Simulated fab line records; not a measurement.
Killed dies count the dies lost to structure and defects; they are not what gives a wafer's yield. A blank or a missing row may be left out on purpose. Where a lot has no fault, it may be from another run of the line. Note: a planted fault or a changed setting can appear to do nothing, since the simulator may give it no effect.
A struck lot beside a sound one | flow sky130 | 18 out of 708 route steps
Sound: the wafers L932.3, L932.4, L932.6. Wafers struck: L937.2, L937.5, L937.6. At the end, the cause is stated.
Order at every step that has rows: each side's tool, ch and its chambers, its first start. Under that, the readings that differ: sound wafers | struck wafers | difference of the means | sigmas: that difference in standard deviations of wafers without a fault.
alike: readings with means less than 2 such deviations apart, plus words and numbers identical on both sides. not compared: withheld readings, readings lacking a value on some wafer, bounds such as >300 that could conceal the same value, and numbers that have no deviation in the record and whose values overlap.
The two part at a step that has a row with sigmas, a row that says differs or no value, or rows on one side only. Numbers that don't overlap but have no deviation are shown without sigmas and don't part them. Lack of a reading on every wafer of one side parts them only where that side has two or more wafers.

SKY_POLY_GATE_ETCH_15: etches BARC in N2/H2, stops on SiO2, time 118.5 s, target depth 110 nm.
  sound on rie diel-03 ch 0,2,3, day 19 06:33; struck on rie diel-01 ch 0,1,2, day 21 05:55
  reading                | sound                | struck               | difference | sigmas
  throttle valve pct (%) | 13.196 13.202 13.198 | 13.226 13.218 13.210 | +0.019     | +2
  alike: drypump motor current A, oes product au
  not compared: rf hours counter h
SKY_POLY_GATE_ETCH_16: etches Si3N4 in CH3F/O2, stops on poly-Si, time 147.5 s, target depth 75 nm.
  sound on rie diel-03 ch 0,2,3, day 19 06:38; struck on rie diel-01 ch 0,1,2, day 21 05:59
  alike: drypump motor current A, oes product au, throttle valve pct
  not compared: rf hours counter h
SKY_POLY_GATE_ETCH_17: etches poly-Si in HBr/Cl2, stops on SiO2, target depth 180 nm, time 70.5 s.
  sound on rie si-01 ch 0,2, day 19 06:44; struck on rie si-02 ch 0,3, day 21 06:05
  alike: HBr_flow_sccm, drypump motor current A, oes product au, throttle valve pct
  not compared: rf hours counter h
SKY_POLY_GATE_STRIP_18: strips in O2/N2.
  sound on plasma asher-03 ch 0,1, day 19 06:49; struck on plasma asher-02 ch 0,1, day 21 06:08
  alike: drypump motor current A, oes product au, strip time to endpoint s
  not compared: rf hours counter h
then, 2 steps without rows for these wafers: SKY_POLY_GATE_CLEAN_19 (cleans in SC1/SC2, time 150 s); SKY_POLY_GATE_OXIDATION_20 (stabilise 600 s, purge 300 s, target thk 4 nm).
SKY_POLY_GATE_THK_MEAS_21:
  sound on film metro-04 at day 19 08:13; struck on film metro-02 at day 21 07:33
  alike: POLY_GATE_OXIDATION_THK
SKY_POLY_GATE_CD_MEAS_22:
  sound on cd sem-02 at day 19 08:18; struck on cd sem-01 at day 21 07:38
  alike: cd nm
then, 4 steps without rows for these wafers: SKY_LDD_N_DEHYDRATE_00 (time 60 s); SKY_LDD_N_HMDS_01 (prime time 60 s); SKY_LDD_N_COAT_02 (resist thk 300 nm); SKY_LDD_N_SOFTBAKE_03 (time 60 s).
SKY_LDD_N_EXPOSE_04: exposes mask NTM, target cd 840 nm.
  sound on iline stepper-01 ch 0, day 20 00:48; struck on iline stepper-02 ch 0, day 22 00:02
  reading                       | sound                   | struck         | difference | sigmas
  model.LDD_N.overlay x nm (nm) | -0.8607 -0.8607 -0.8607 | 73.2 73.2 73.2 | +74.1      |
  alike: mask, stage vel mm s
then, 2 steps without rows for these wafers: SKY_LDD_N_PEB_05; SKY_LDD_N_DEVELOP_06 (develop time 60 s).
SKY_LDD_N_OVL_MEAS_07:
  sound on overlay-01 at day 20 17:52; struck on overlay-02 at day 22 16:15
  reading        | sound          | struck         | difference | sigmas
  LDD_N_OVL (nm) | -0.8 -1.8 -1.8 | 71.5 74.1 71.9 | +74.0      | +62
then, 1 step without rows for these wafers: SKY_LDD_N_IMPLANT_08.
-- here the record skips 28 days between the struck wafers' starts before and after, leaving off in module LDD_N and picking up in module PAD_OPEN (first step shown: number 708 of the route) --
SKY_PAD_OPEN_PROBE_99:
  only the struck wafers here have rows in the record (prober-02, day 50 13:21); the sound ones have none

## WHERE THEY PART
First at SKY_POLY_GATE_ETCH_15; last, within this record, at SKY_PAD_OPEN_PROBE_99.

WHY: what the simulator had put in
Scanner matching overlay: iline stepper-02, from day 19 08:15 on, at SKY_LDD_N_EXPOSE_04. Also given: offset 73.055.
